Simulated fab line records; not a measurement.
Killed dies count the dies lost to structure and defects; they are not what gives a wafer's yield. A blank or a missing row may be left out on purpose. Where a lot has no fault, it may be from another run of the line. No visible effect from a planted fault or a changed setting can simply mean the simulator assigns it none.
Which of the tools did it? | flow sfq line | Sampling: 15 lots, 45 wafers, 3 of 325 route steps

WHAT EACH GAUGE READ, for each wafer
SFQ_M8_RS_MEAS_949: uses a four-point probe to measure.
lot  | measured     | on            | M8_AU_RS (ohm/sq)
L109 | day 70 13:04 | film metro-01 | 0.1586 0.1549 0.1526
L110 | day 70 17:52 | film metro-04 | 0.1547 0.1538 0.1552
L112 | day 71 13:49 | film metro-02 | 0.1522 0.1548 0.1554
L114 | day 72 00:37 | film metro-02 | 0.1558 0.1523 0.1531
L115 | day 72 04:15 | film metro-01 | 0.1572 0.1507 0.1572
L117 | day 72 17:27 | film metro-04 | 0.1252 0.1224 0.1256
L119 | day 73 04:20 | film metro-01 | 0.1230 0.1232 0.1255
L121 | day 73 09:07 | film metro-02 | 0.1248 0.1276 0.1245
L124 | day 74 01:11 | film metro-01 | 0.1519 0.1536 0.1532
L125 | day 76 19:37 | film metro-02 | 0.1556 0.1531 0.1576
L126 | day 77 05:20 | film metro-02 | 0.1553 0.1544 0.1533
L127 | day 77 10:10 | film metro-02 | 0.1529 0.1546 0.1547
L128 | day 77 11:20 | film metro-02 | 0.1567 0.1570 0.1575
L129 | day 77 12:36 | film metro-01 | 0.1505 0.1501 0.1524
L130 | day 77 17:22 | film metro-04 | 0.1547 0.1547 0.1535

SFQ_M8_THK_MEAS_950: measures by xrf.
lot  | measured     | on            | M8_AU_THK (nm)
L109 | day 70 13:11 | film metro-01 | 170.5 175.3 176.6
L110 | day 70 17:59 | film metro-04 | 177.0 176.9 176.5
L112 | day 71 13:56 | film metro-02 | 178.3 175.2 174.0
L114 | day 72 00:44 | film metro-02 | 174.3 177.5 176.4
L115 | day 72 04:21 | film metro-01 | 171.5 178.9 171.3
L117 | day 72 17:33 | film metro-04 | 217.6 222.5 217.7
L119 | day 73 04:26 | film metro-01 | 218.8 218.4 216.4
L121 | day 73 09:14 | film metro-02 | 216.4 212.0 217.5
L124 | day 74 01:17 | film metro-01 | 176.7 176.2 176.5
L125 | day 76 19:44 | film metro-02 | 173.6 176.2 172.7
L126 | day 77 05:28 | film metro-02 | 174.7 175.8 177.1
L127 | day 77 10:16 | film metro-02 | 177.1 175.8 176.5
L128 | day 77 11:28 | film metro-02 | 173.3 173.3 172.4
L129 | day 77 12:41 | film metro-01 | 179.7 180.7 176.7
L130 | day 77 17:28 | film metro-04 | 175.9 176.5 177.6

WHAT TOOL EACH LOT RAN ON (gives the tool, then ch and the chambers of the sampled wafers, and finally the start)
lot  | SFQ_TRILAYER_M8_DEP_EVAP_196
L109 | pvd sputter-01, day 70 12:32
L110 | pvd sputter-02, day 70 17:20
L112 | pvd sputter-02, day 71 13:17
L114 | pvd sputter-02, day 72 00:05
L115 | pvd sputter-01, day 72 03:41
L117 | pvd sputter-01, day 72 16:53
L119 | pvd sputter-01, day 73 03:47
L121 | pvd sputter-01, day 73 08:35
L124 | pvd sputter-02, day 74 00:38
L125 | pvd sputter-01, day 76 19:06
L126 | pvd sputter-02, day 77 04:49
L127 | pvd sputter-01, day 77 09:37
L128 | pvd sputter-02, day 77 10:49
L129 | pvd sputter-01, day 77 12:01
L130 | pvd sputter-02, day 77 16:49
- SFQ_TRILAYER_M8_DEP_EVAP_196: material Au, target thk 180 nm, time 900 s.

WHAT THE TOOLS THEMSELVES READ (means of the sampled wafers that have a number; where no wafer has one, the mark that the record gives instead)
The record holds no such reading with a usual standard deviation.

THE ANSWER, worked out from the rows above alone
Rule: the lots themselves supply what counts as usual. Put in order of their means at a reading, lots are off if they are a third of the lots or fewer, leave a main group of 4 or more, and stand apart from it by a gap of 3 or more times the standard deviation of the main group's means; of several such gaps the widest counts. A main group is skipped when, at the precision printed for the reading in the tables above, its means are all equal. A lot without any number at a reading at which 4 lots or more have one is off too. Any other lot the step has rows for is counted as sound. The gauges are gone through in route order, then the tools' own readings, and for those a lot's mean is taken as printed above. The first step at which some lot is off is used, and at that step the reading that is off furthest; a lot without a number counts as furthest.
Off: L117, L119, L121, seen at SFQ_M8_RS_MEAS_949 (M8_AU_RS). Main group: mean 0.1543 ohm/sq, sd 0.0014.
If a tool, at a process step before that reading, ran all the lots that are off and no sound lot after the first of them, it fits. Gauges at SFQ_M8_RS_MEAS_949: tried the same way as those tools. None of those tried fits.

WHAT WAS PUT IN BY THE SIMULATOR
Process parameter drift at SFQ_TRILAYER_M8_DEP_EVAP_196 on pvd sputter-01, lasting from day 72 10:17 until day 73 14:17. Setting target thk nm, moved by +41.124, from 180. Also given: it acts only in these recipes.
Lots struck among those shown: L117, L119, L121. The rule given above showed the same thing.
